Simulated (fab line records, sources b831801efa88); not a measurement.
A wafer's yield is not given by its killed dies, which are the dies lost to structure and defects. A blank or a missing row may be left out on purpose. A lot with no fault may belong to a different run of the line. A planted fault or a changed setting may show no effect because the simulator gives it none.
Which tool is to blame?    flow sky130    33 wafers from 11 lots sampled at 4 of the route's 708 steps

== WHAT THE GAUGES READ, wafer by wafer ==
SKY_VT_ADJUST_HVTP_OVL_MEAS_08. Usual: VT_ADJUST_HVTP_OVL -0.2 nm, standard deviation 1.4.
lot   measured      on          VT_ADJUST_HVTP_OVL (nm)  flag
L143  day 5 22:04   overlay-01  2.0 2.3 1.4              
L147  day 7 02:58   overlay-01  -2.1 -0.7 0.0            
L146  day 7 03:16   overlay-02  -2.4 -1.6 -1.4           
L148  day 7 08:04   overlay-01  2.6 0.2 0.2              
L149  day 7 14:10   overlay-02  -2.4 -2.5 -1.8           
L150  day 7 19:40   overlay-02  0.5 2.2 1.0              
L159  day 10 20:25  overlay-01  -0.8 -0.3 0.7            
L158  day 10 20:46  overlay-02  2.1 1.4 0.8              
L162  day 11 03:19  overlay-02  1.9 0.3 0.5              
L164  day 11 21:13  overlay-01  0.7 0.8 0.7              
L166  day 12 10:28  overlay-01  1.1 0.8 0.3              

SKY_VT_ADJUST_HVTR_OVL_MEAS_08. Usual: VT_ADJUST_HVTR_OVL 0.1 nm, standard deviation 1.7.
lot   measured      on          VT_ADJUST_HVTR_OVL (nm)  flag
L143  day 9 04:49   overlay-01  1.5 1.9 1.3              
L147  day 10 14:34  overlay-02  0.6 -0.7 -1.5            
L146  day 10 16:10  overlay-01  1.0 1.5 1.2              
L148  day 10 21:43  overlay-01  -0.1 0.1 1.6             
L149  day 11 03:40  overlay-01  2.5 4.1 3.6              
L150  day 11 09:52  overlay-02  -0.2 -0.3 1.1            
L159  day 15 00:52  overlay-01  -1.8 -2.5 -2.3           
L158  day 15 01:04  overlay-01  0.2 0.4 -0.2             
L162  day 15 08:37  overlay-01  -1.9 -1.5 -1.1           
L164  day 16 06:49  overlay-02  -3.6 -2.8 -2.3           
L166  day 16 22:40  overlay-02  -2.4 -1.1 -0.4           

SKY_GATE_OXIDE_THK_MEAS_02. Usual: GATE_OXIDE_OXIDATION_00_THK 10.25 nm, standard deviation 0.17.
lot   measured      on             GATE_OXIDE_OXIDATION_00_THK (nm)  flag
L143  day 12 11:10  film metro-03  10.38 10.46 10.35                 
L147  day 13 20:36  film metro-02  10.09 9.74 10.11                  
L146  day 14 01:23  film metro-02  10.52 10.43 10.46                 
L148  day 14 17:42  film metro-01  13.44 13.53 13.32                 OFF
L149  day 14 19:06  film metro-02  13.31 13.22 13.35                 OFF
L150  day 15 01:26  film metro-02  13.46 13.34 13.14                 OFF
L159  day 18 21:50  film metro-02  10.45 10.49 10.45                 
L158  day 18 23:15  film metro-01  10.38 10.40 10.30                 
L162  day 19 11:45  film metro-02  10.41 10.12 10.30                 
L164  day 20 10:12  film metro-01  10.51 10.35 10.21                 
L166  day 21 01:58  film metro-01  10.21 10.44 10.20                 

== WHAT TOOL EACH LOT RAN ON (gives the tool, then ch and the chambers of the sampled wafers, and finally the start) ==
lot   SKY_GATE_OXIDE_OXIDATION_01
L143  furnace-01 ch 0, day 12 09:45
L147  furnace-02 ch 0, day 13 19:11
L146  furnace-01 ch 0, day 13 23:59
L148  furnace-01 ch 0, day 14 16:17
L149  furnace-01 ch 0, day 14 17:41
L150  furnace-01 ch 0, day 15 00:01
L159  furnace-01 ch 0, day 18 20:26
L158  furnace-01 ch 0, day 18 21:50
L162  furnace-01 ch 0, day 19 10:20
L164  furnace-01 ch 0, day 20 08:47
L166  furnace-02 ch 0, day 21 00:33
- SKY_GATE_OXIDE_OXIDATION_01: stabilise 600 s, purge 300 s, target thk 10.268 nm.

== WHAT THE TOOLS THEMSELVES READ (means of the sampled wafers that have a number; where no wafer has one, the mark that the record gives instead) ==
SKY_GATE_OXIDE_OXIDATION_01. Usual: spike tc bottom C 920.7 C, standard deviation 2.4; spike tc centre C 901.3 C, standard deviation 1.1; spike tc lower C 902.3 C, standard deviation 1; spike tc top C 912.7 C, standard deviation 1.8; spike tc upper C 900.3 C, standard deviation 0.99; tube center temp C 900 C, standard deviation 0.082; tube_center_temp_C_max 902.3, standard deviation 0.37.
lot   tool        spike tc bottom C (C)  spike tc centre C (C)  spike tc lower C (C)  spike tc top C (C)  spike tc upper C (C)  tube center temp C (C)  tube_center_temp_C_max  flag
L143  furnace-01  922.1                  901.4                  901.1                 911.6               900.4                 900                     902.3                   
L147  furnace-02  918.1                  902.5                  902.7                 914.7               900.4                 900                     902.2                   
L146  furnace-01  922.9                  901.8                  902.6                 912.4               899.5                 900                     902.4                   
L148  furnace-01  947.2                  925.8                  928.1                 937.0               925.2                 925                     927.7                   OFF
L149  furnace-01  947.4                  926.7                  927.5                 937.8               924.9                 926                     928.0                   OFF
L150  furnace-01  947.6                  926.5                  927.2                 936.9               925.7                 926                     927.9                   OFF
L159  furnace-01  922.8                  900.4                  902.0                 911.0               900.1                 900                     902.5                   
L158  furnace-01  921.8                  901.0                  902.0                 911.8               900.2                 900                     902.3                   
L162  furnace-01  921.7                  900.4                  902.4                 911.7               899.6                 900                     901.9                   
L164  furnace-01  923.0                  901.4                  902.2                 911.9               900.5                 900                     902.3                   
L166  furnace-02  917.5                  901.9                  901.8                 915.2               900.8                 900                     902.2                   

== THE ANSWER, worked out from the rows above alone ==
Rule: a lot counts as off when the mean over its wafers that have a number is more than 3 standard deviations away from the usual mean. A lot without any number at a reading at which 4 lots or more have one is off too. Where the step has rows for the other lots, those lots are counted as sound. Order of review: gauges by route order, followed by the tools' own readings, for which a lot's mean as printed above is used. At the first step where some lot is off, the reading lying furthest off is the one used; lots without a number count as furthest.
Off: L148, L149, L150, at SKY_GATE_OXIDE_THK_MEAS_02 (GATE_OXIDE_OXIDATION_00_THK).
A tool fits if, at a process step before that reading, it ran every lot that is off, and no sound lot after the first of them. The gauges at SKY_GATE_OXIDE_THK_MEAS_02 aren't tried: what is off there is off at SKY_GATE_OXIDE_OXIDATION_01 too, on other tools, and a gauge's error can't cause that. No candidate that was tried fits.

== WHAT THE SIMULATOR PUT IN ==
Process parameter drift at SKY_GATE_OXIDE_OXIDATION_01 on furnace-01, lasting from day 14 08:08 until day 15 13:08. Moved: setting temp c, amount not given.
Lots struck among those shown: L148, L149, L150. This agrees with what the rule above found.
